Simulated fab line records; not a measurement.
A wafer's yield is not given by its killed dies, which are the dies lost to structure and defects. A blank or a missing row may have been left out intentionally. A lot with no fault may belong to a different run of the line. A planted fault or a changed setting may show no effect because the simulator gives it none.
Which tool was responsible? || flow sky130 || 33 wafers from 11 lots sampled at 3 of the route's 708 steps

== WHAT THE GAUGES READ, wafer by wafer ==
SKY_FIELD_ISO_THK_MEAS_25.
{"lot": "L401", "measured": "day 2 18:29", "on": "film_metro-02", "FIELD_ISO_CVD_24_THK (nm)": "600 601 598"}
{"lot": "L403", "measured": "day 3 04:32", "on": "film_metro-02", "FIELD_ISO_CVD_24_THK (nm)": "594 588 597"}
{"lot": "L404", "measured": "day 3 13:02", "on": "film_metro-03", "FIELD_ISO_CVD_24_THK (nm)": "593 597 596"}
{"lot": "L406", "measured": "day 3 21:11", "on": "film_metro-04", "FIELD_ISO_CVD_24_THK (nm)": "589 595 592"}
{"lot": "L407", "measured": "day 4 01:07", "on": "film_metro-03", "FIELD_ISO_CVD_24_THK (nm)": "583 593 596"}
{"lot": "L409", "measured": "day 4 12:07", "on": "film_metro-04", "FIELD_ISO_CVD_24_THK (nm)": "604 604 610"}
{"lot": "L411", "measured": "day 4 20:58", "on": "film_metro-03", "FIELD_ISO_CVD_24_THK (nm)": "600 605 601"}
{"lot": "L412", "measured": "day 5 01:58", "on": "film_metro-02", "FIELD_ISO_CVD_24_THK (nm)": "586 583 585"}
{"lot": "L414", "measured": "day 5 14:35", "on": "film_metro-02", "FIELD_ISO_CVD_24_THK (nm)": "582 592 588"}
{"lot": "L415", "measured": "day 5 20:15", "on": "film_metro-04", "FIELD_ISO_CVD_24_THK (nm)": "595 599 598"}
{"lot": "L418", "measured": "day 6 11:44", "on": "film_metro-04", "FIELD_ISO_CVD_24_THK (nm)": "593 592 593"}

SKY_SONOS_ONO_THK_MEAS_01.
{"lot": "L401", "measured": "day 12 02:01", "on": "film_metro-04", "SONOS_ONO_OXIDATION_THK (nm)": "2.64 2.62 2.66"}
{"lot": "L403", "measured": "day 12 14:37", "on": "film_metro-03", "SONOS_ONO_OXIDATION_THK (nm)": "2.50 2.53 2.54"}
{"lot": "L404", "measured": "day 13 03:50", "on": "film_metro-03", "SONOS_ONO_OXIDATION_THK (nm)": "2.64 2.56 2.60"}
{"lot": "L406", "measured": "day 13 15:25", "on": "film_metro-04", "SONOS_ONO_OXIDATION_THK (nm)": "2.54 2.59 2.57"}
{"lot": "L407", "measured": "day 13 19:49", "on": "film_metro-04", "SONOS_ONO_OXIDATION_THK (nm)": "2.62 2.58 2.61"}
{"lot": "L409", "measured": "day 14 13:03", "on": "film_metro-03", "SONOS_ONO_OXIDATION_THK (nm)": "2.68 2.54 2.61"}
{"lot": "L411", "measured": "day 15 01:54", "on": "film_metro-02", "SONOS_ONO_OXIDATION_THK (nm)": "2.58 2.53 2.59"}
{"lot": "L412", "measured": "day 15 11:28", "on": "film_metro-02", "SONOS_ONO_OXIDATION_THK (nm)": "2.52 2.58 2.53"}
{"lot": "L414", "measured": "day 16 13:52", "on": "film_metro-03", "SONOS_ONO_OXIDATION_THK (nm)": "2.58 2.58 2.65"}
{"lot": "L415", "measured": "day 16 19:26", "on": "film_metro-04", "SONOS_ONO_OXIDATION_THK (nm)": "2.66 2.65 2.65"}
{"lot": "L418", "measured": "day 17 15:05", "on": "film_metro-02", "SONOS_ONO_OXIDATION_THK (nm)": "2.59 2.64 2.63"}

== WHICH TOOL RAN EACH LOT (tool, then ch and the chambers of the sampled wafers, then the start) ==
{"lot": "L401", "SKY_VT_ADJUST_PCH_STRIP_09": "plasma_asher-04 ch 0, day 10 23:27"}
{"lot": "L403", "SKY_VT_ADJUST_PCH_STRIP_09": "plasma_asher-04 ch 0,1, day 11 10:01"}
{"lot": "L404", "SKY_VT_ADJUST_PCH_STRIP_09": "plasma_asher-03 ch 0,1, day 12 01:49"}
{"lot": "L406", "SKY_VT_ADJUST_PCH_STRIP_09": "plasma_asher-03 ch 0,1, day 12 10:59"}
{"lot": "L407", "SKY_VT_ADJUST_PCH_STRIP_09": "plasma_asher-04 ch 0,1, day 12 16:00"}
{"lot": "L409", "SKY_VT_ADJUST_PCH_STRIP_09": "plasma_asher-04 ch 0,1, day 13 11:16"}
{"lot": "L411", "SKY_VT_ADJUST_PCH_STRIP_09": "plasma_asher-02 ch 0,1, day 13 22:20"}
{"lot": "L412", "SKY_VT_ADJUST_PCH_STRIP_09": "plasma_asher-03 ch 0,1, day 14 06:13"}
{"lot": "L414", "SKY_VT_ADJUST_PCH_STRIP_09": "plasma_asher-04 ch 0,1, day 15 06:07"}
{"lot": "L415", "SKY_VT_ADJUST_PCH_STRIP_09": "plasma_asher-03 ch 0, day 15 11:36"}
{"lot": "L418", "SKY_VT_ADJUST_PCH_STRIP_09": "plasma_asher-02 ch 0,1, day 16 08:20"}
- SKY_VT_ADJUST_PCH_STRIP_09: strips in O2/N2.

== WHAT THE TOOLS THEMSELVES READ (means of the sampled wafers that have a number; where no wafer has one, the mark that the record gives instead) ==
SKY_VT_ADJUST_PCH_STRIP_09.
{"lot": "L401", "tool": "plasma_asher-04", "chamber_pressure_mTorr (mTorr)": 1499.0, "drypump_motor_current_A (A)": 6.2, "oes_product_au (a.u.)": 0.721, "strip_time_to_endpoint_s (s)": 37.00}
{"lot": "L403", "tool": "plasma_asher-04", "chamber_pressure_mTorr (mTorr)": 1500.3, "drypump_motor_current_A (A)": 5.9, "oes_product_au (a.u.)": 0.719, "strip_time_to_endpoint_s (s)": 36.98}
{"lot": "L404", "tool": "plasma_asher-03", "chamber_pressure_mTorr (mTorr)": 1500.6, "drypump_motor_current_A (A)": 6.0, "oes_product_au (a.u.)": 0.719, "strip_time_to_endpoint_s (s)": 36.77}
{"lot": "L406", "tool": "plasma_asher-03", "chamber_pressure_mTorr (mTorr)": 1500.5, "drypump_motor_current_A (A)": 6.0, "oes_product_au (a.u.)": 0.721, "strip_time_to_endpoint_s (s)": 36.89}
{"lot": "L407", "tool": "plasma_asher-04", "chamber_pressure_mTorr (mTorr)": 1499.1, "drypump_motor_current_A (A)": 5.6, "oes_product_au (a.u.)": 0.723, "strip_time_to_endpoint_s (s)": 36.91}
{"lot": "L409", "tool": "plasma_asher-04", "chamber_pressure_mTorr (mTorr)": 1499.4, "drypump_motor_current_A (A)": 5.6, "oes_product_au (a.u.)": 0.722, "strip_time_to_endpoint_s (s)": 36.90}
{"lot": "L411", "tool": "plasma_asher-02", "chamber_pressure_mTorr (mTorr)": 1499.1, "drypump_motor_current_A (A)": 5.4, "oes_product_au (a.u.)": 0.722, "strip_time_to_endpoint_s (s)": 36.87}
{"lot": "L412", "tool": "plasma_asher-03", "chamber_pressure_mTorr (mTorr)": 1500.9, "drypump_motor_current_A (A)": 6.0, "oes_product_au (a.u.)": 0.719, "strip_time_to_endpoint_s (s)": 36.76}
{"lot": "L414", "tool": "plasma_asher-04", "chamber_pressure_mTorr (mTorr)": 1499.8, "drypump_motor_current_A (A)": 5.6, "oes_product_au (a.u.)": 0.722, "strip_time_to_endpoint_s (s)": 36.90}
{"lot": "L415", "tool": "plasma_asher-03", "chamber_pressure_mTorr (mTorr)": 1500.5, "drypump_motor_current_A (A)": 6.0, "oes_product_au (a.u.)": 0.723, "strip_time_to_endpoint_s (s)": 36.89}
{"lot": "L418", "tool": "plasma_asher-02", "chamber_pressure_mTorr (mTorr)": 1499.8, "drypump_motor_current_A (A)": 5.4, "oes_product_au (a.u.)": 0.720, "strip_time_to_endpoint_s (s)": 36.75}

== THE ANSWER, worked out from the rows above alone ==
Rule: what is usual is taken from the lots themselves. The widest of any qualifying gaps counts: lots, ordered by their means at a reading, are off when they make up no more than a third of the lots, leave a main group of 4 or more, and stand apart from it by 3 or more times the standard deviation of that group's means. A main group is skipped when, at the precision printed for the reading in the tables above, its means are all equal. Also off: a lot with no number at a reading for which 4 or more lots have one. Where the step has rows for the other lots, those lots are counted as sound. Order of review: gauges by route order, followed by the tools' own readings, for which a lot's mean as printed above is used. At the first step where some lot is off, the reading lying furthest off is the one used; lots without a number count as furthest.
None of the lots is off at any reading shown; this tells nothing.

== WHAT HAD BEEN PUT IN BY THE SIMULATOR ==
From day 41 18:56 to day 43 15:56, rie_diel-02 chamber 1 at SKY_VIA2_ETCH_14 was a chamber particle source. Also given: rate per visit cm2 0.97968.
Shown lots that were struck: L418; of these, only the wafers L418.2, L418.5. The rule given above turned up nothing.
